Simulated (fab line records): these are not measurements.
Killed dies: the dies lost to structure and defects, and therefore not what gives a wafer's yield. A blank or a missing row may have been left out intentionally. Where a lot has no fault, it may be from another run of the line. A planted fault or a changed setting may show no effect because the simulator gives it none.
The same fault as seen by 2 desks -- flow gf180mcu -- every desk sees just its own numbers, and what lay behind them comes last

## THE TOOL OWNER'S DESK: lpcvd-02
The tool's own readings at GF_POLY_GATE_CVD_00 (deposits poly-Si, target thk 200 nm, time 1200 s): means of the sampled wafers that have a number, for each lot that ran on this tool. The brackets show how far a lot's mean lies from the usual mean; more than 4 standard deviations puts the lot out of limits, marked OUT. It has 8 readings, of which 7 appear: the earliest out of limits, and the ones furthest out on some lot.
Columns: A = spikeTcBottomC at GF_POLY_GATE_CVD_00, usual 641.9 C; B = spikeTcCentreC at GF_POLY_GATE_CVD_00, usual 621.7 C; C = spikeTcLowerC at GF_POLY_GATE_CVD_00, usual 619.8 C; D = zonePowerBottomPct at GF_POLY_GATE_CVD_00, usual 13.3 %; E = zonePowerCentrePct at GF_POLY_GATE_CVD_00, usual 9.64 %; F = zonePowerLowerPct at GF_POLY_GATE_CVD_00, usual 8.5 %; G = zonePowerUpperPct at GF_POLY_GATE_CVD_00, usual 9.0 %
lot,first seen here,A,B,C,D,E,F,G
L244,day 8 16:34,642.5,618.7,619.9,12.6,10.11,9.6,10.0
L245,day 8 18:14,643.6,622.1,617.7,14.0,9.56,7.9,9.1
L249,day 10 02:26,644.1,623.5,618.2,14.0,9.51,7.9,9.1
L251,day 10 19:56,642.3,621.3,619.0,13.9,9.61,7.8,9.1
L257,day 12 15:52,632.1 (-7.5) OUT,614.3 (-5.3) OUT,680.3 (+38) OUT,9.4 (-6.1) OUT,4.21 (-19) OUT,18.3 (+17) OUT,9.6
L258,day 12 21:04,631.9 (-7.7) OUT,613.5 (-5.8) OUT,680.9 (+38) OUT,9.4 (-6.0) OUT,4.22 (-19) OUT,18.0 (+16) OUT,9.8
Finding of this desk: L257, L258 out of limits; the first was L257 at day 12 15:52, on spikeTcBottomC at GF_POLY_GATE_CVD_00. L244, L245, L249, L251 stayed within limits.

## AT THE METROLOGY DESK
What the gauges read, lot by lot, whatever tool the lot ran on: means of the sampled wafers that have a number. The brackets show how far a lot's mean lies from the usual mean; more than 4 standard deviations puts the lot out of limits, marked OUT.
Columns: A = DUAL_GATE_OVL at GF_DUAL_GATE_OVL_MEAS_11, usual -0.5 nm; B = POLY_GATE_CVD_00_THK at GF_POLY_GATE_THK_MEAS_01, usual 198.7 nm; C = cdNm at GF_POLY_GATE_CD_MEAS_10, usual 280.3 nm; D = POLY_GATE_OVL at GF_POLY_GATE_OVL_MEAS_11, usual -1 nm
lot,first seen here,A,B,C,D
L244,day 8 14:45,0.5,198.4,280.4,-2
L245,day 8 16:25,0.4,201.8,279.9,3
L249,day 10 00:37,0.3,198.6,280.4,-2
L251,day 10 18:07,0.4,196.0,279.6,-3
L257,day 12 13:01,0.5,353.7 (+86) OUT,279.1,1
L258,day 12 19:11,-0.2,268.6 (+39) OUT,280.0,2
This desk's finding: out of limits on L257, L258; first on L257, day 12 17:11 (POLY_GATE_CVD_00_THK at GF_POLY_GATE_THK_MEAS_01). L244, L245, L249, L251 stayed within limits.

## TAKEN TOGETHER
On L257, L258, at day 12 15:52, an alarm was possible from the tool owner's desk.
Metrology desk: alarm possible at day 12 17:11 on L257, L258.
Every lot named ran GF_POLY_GATE_CVD_00 on lpcvd-02.

## WHAT HAD BEEN PUT IN BY THE SIMULATOR
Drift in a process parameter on lpcvd-02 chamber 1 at GF_POLY_GATE_CVD_00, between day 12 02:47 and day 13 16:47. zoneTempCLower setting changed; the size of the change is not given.
Lots struck among those shown: L257, L258.
Counting hours from when the fault started, the first reading out of limits came at 13 for the tool owner's desk and at 14 for the metrology desk.
